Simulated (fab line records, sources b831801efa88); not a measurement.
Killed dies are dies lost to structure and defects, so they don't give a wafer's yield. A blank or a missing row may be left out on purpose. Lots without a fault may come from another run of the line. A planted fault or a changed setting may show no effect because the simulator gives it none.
Which tool did it? | flow gf180mcu | 11 lots, 33 wafers sampled, at 5 steps of a route of 602

WHAT THE GAUGES READ, wafer by wafer
GF_V3_THK_MEAS_01.
lot  | measured     | on            | V3_CVD_00_THK (nm)
L221 | day 21 08:59 | film_metro-01 | 601 603 600
L222 | day 22 07:17 | film_metro-01 | 594 597 608
L223 | day 22 14:31 | film_metro-04 | 604 610 607
L224 | day 22 22:42 | film_metro-02 | 605 606 604
L232 | day 25 14:52 | film_metro-02 | 613 595 612
L233 | day 25 19:58 | film_metro-02 | 600 596 613
L235 | day 26 14:49 | film_metro-04 | 596 594 600
L239 | day 27 15:56 | film_metro-01 | 610 605 613
L240 | day 28 00:21 | film_metro-02 | 596 604 592
L242 | day 28 16:58 | film_metro-02 | 611 591 605
L244 | day 29 03:00 | film_metro-02 | 592 593 604

GF_V3_CD_MEAS_14: target cd 260 nm.
lot  | measured     | on        | cd_nm (nm)
L221 | day 22 09:07 | cd_sem-02 | 256.8 258.9 259.8
L222 | day 23 07:18 | cd_sem-02 | 258.6 260.1 259.4
L223 | day 23 13:50 | cd_sem-02 | 258.1 259.7 258.8
L224 | day 23 22:15 | cd_sem-01 | 260.7 260.5 259.4
L232 | day 26 12:34 | cd_sem-02 | 256.4 255.0 255.9
L233 | day 26 17:45 | cd_sem-01 | 258.9 257.6 256.5
L235 | day 27 12:01 | cd_sem-02 | 262.0 260.0 260.5
L239 | day 28 11:59 | cd_sem-02 | 259.0 259.6 259.2
L240 | day 28 20:07 | cd_sem-01 | 259.6 260.3 259.9
L242 | day 29 12:56 | cd_sem-02 | 260.1 260.7 259.7
L244 | day 29 22:19 | cd_sem-01 | 259.4 258.9 260.0

GF_V3_RS_MEAS_24: measures by four-point-probe.
lot  | measured     | on            | V3_W_RS (ohm/sq)
L221 | day 22 10:11 | film_metro-02 | 0.326 0.325 0.328
L222 | day 23 08:20 | film_metro-02 | 0.331 0.337 0.327
L223 | day 23 14:52 | film_metro-01 | 0.332 0.328 0.333
L224 | day 23 23:19 | film_metro-02 | 0.333 0.334 0.334
L232 | day 26 13:41 | film_metro-02 | 0.333 0.328 0.332
L233 | day 26 18:47 | film_metro-02 | 0.339 0.335 0.333
L235 | day 27 13:03 | film_metro-04 | 0.329 0.332 0.330
L239 | day 28 13:02 | film_metro-04 | 0.334 0.345 0.343
L240 | day 28 21:11 | film_metro-01 | 0.337 0.330 0.334
L242 | day 29 14:00 | film_metro-04 | 0.337 0.331 0.338
L244 | day 29 23:21 | film_metro-04 | 0.327 0.334 0.336

WHICH TOOL RAN EACH LOT (tool, then ch and the chambers of the sampled wafers, then the start)
lot  | GF_V2_SOFTBAKE_10                            | GF_V3_EXPOSE_11
L221 | litho_track-01 ch 0, day 21 08:59 or earlier | krf_scanner-01 ch 0, day 21 21:47
L222 | litho_track-01 ch 0, day 22 07:17 or earlier | krf_scanner-01 ch 0, day 22 19:39
L223 | litho_track-04 ch 0, day 22 14:31 or earlier | krf_scanner-01 ch 0, day 23 02:20
L224 | litho_track-03 ch 0, day 22 22:42 or earlier | krf_scanner-02 ch 0, day 23 10:49
L232 | litho_track-04 ch 0, day 25 14:52 or earlier | krf_scanner-01 ch 0, day 26 02:11
L233 | litho_track-01 ch 0, day 25 19:58 or earlier | krf_scanner-01 ch 0, day 26 07:33
L235 | litho_track-03 ch 0, day 26 14:49 or earlier | krf_scanner-02 ch 0, day 27 01:52
L239 | litho_track-04 ch 0, day 27 15:56 or earlier | krf_scanner-02 ch 0, day 28 02:55
L240 | litho_track-01 ch 0, day 28 00:21 or earlier | krf_scanner-02 ch 0, day 28 10:34
L242 | litho_track-03 ch 0, day 28 16:58 or earlier | krf_scanner-02 ch 0, day 29 03:40
L244 | litho_track-04 ch 0, day 29 03:00 or earlier | krf_scanner-02 ch 0, day 29 13:03
- GF_V2_SOFTBAKE_10: time 62.81 s.
- GF_V3_EXPOSE_11: exposes mask Via3, target cd 260 nm.

WHAT THE TOOLS THEMSELVES READ (means of the sampled wafers that have a number; where no wafer has one, the mark that the record gives instead)
GF_V2_SOFTBAKE_10.
lot  | tool           | plate_sensor_t_centre_C (C) | plate_sensor_t_edge_C (C) | softbake_temp_c (C)
L221 | litho_track-01 | 131.01                      | 131.21                    | 130.02
L222 | litho_track-01 | 131.02                      | 131.21                    | 130.00
L223 | litho_track-04 | 131.00                      | 131.20                    | 129.96
L224 | litho_track-03 | 131.02                      | 131.21                    | 129.90
L232 | litho_track-04 | 131.01                      | 131.21                    | 130.01
L233 | litho_track-01 | 131.02                      | 131.21                    | 129.90
L235 | litho_track-03 | 131.02                      | 131.21                    | 129.89
L239 | litho_track-04 | 131.01                      | 131.20                    | 129.97
L240 | litho_track-01 | 131.01                      | 131.21                    | 130.14
L242 | litho_track-03 | 131.02                      | 131.20                    | 129.96
L244 | litho_track-04 | 131.02                      | 131.21                    | 129.93

GF_V3_EXPOSE_11.
lot  | tool           | exposure_dose_mJ_cm2
L221 | krf_scanner-01 | 37.99
L222 | krf_scanner-01 | 37.94
L223 | krf_scanner-01 | 37.93
L224 | krf_scanner-02 | 37.96
L232 | krf_scanner-01 | 37.36
L233 | krf_scanner-01 | 37.33
L235 | krf_scanner-02 | 37.99
L239 | krf_scanner-02 | 37.96
L240 | krf_scanner-02 | 37.92
L242 | krf_scanner-02 | 37.97
L244 | krf_scanner-02 | 37.98

THE ANSWER, worked out from the rows above alone
Rule: what is usual is taken from the lots themselves. Put in order of their means at a reading, lots are off if they are a third of the lots or fewer, leave a main group of 4 or more, and stand apart from it by a gap of 3 or more times the standard deviation of the main group's means; of several such gaps the widest counts. A main group whose means are all the same, to the digits that the tables above print for the reading, isn't used. A lot without any number at a reading at which 4 lots or more have one is off too. The other lots that the step has rows for count as sound. The gauges are gone through in route order, then the tools' own readings, and for those a lot's mean is taken as printed above. The first step at which some lot is off is used, and at that step the reading that is off furthest; a lot without a number counts as furthest.
Off: L232, L233, at GF_V3_EXPOSE_11 (exposure_dose_mJ_cm2). The main group: mean 37.96, standard deviation 0.024.
A tool fits if, at that step or a process step before it, it ran every lot that is off, and no sound lot after the first of them. GF_V2_SOFTBAKE_10 gives no start for some lots, so the hours and the order of its lots are those of GF_V3_THK_MEAS_01. One fits: krf_scanner-01 at GF_V3_EXPOSE_11. Its last sound lot is L223 (day 23 02:20), its first lot that is off L232 (day 26 02:11): a fault that began between those two fits.
The tool's own readings at GF_V3_EXPOSE_11 bear it out: on the lots that are off they differ by more than 5 times the standard deviation of the sound lots' means. exposure_dose_mJ_cm2 reads 37.34 there against 37.96 on the sound lots.

WHAT THE SIMULATOR HAD PUT IN
Process parameter drift: krf_scanner-01, from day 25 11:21 on, at GF_V3_EXPOSE_11. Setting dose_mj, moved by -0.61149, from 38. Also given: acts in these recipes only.
Lots struck among those shown: L232, L233. The rule above found the same.
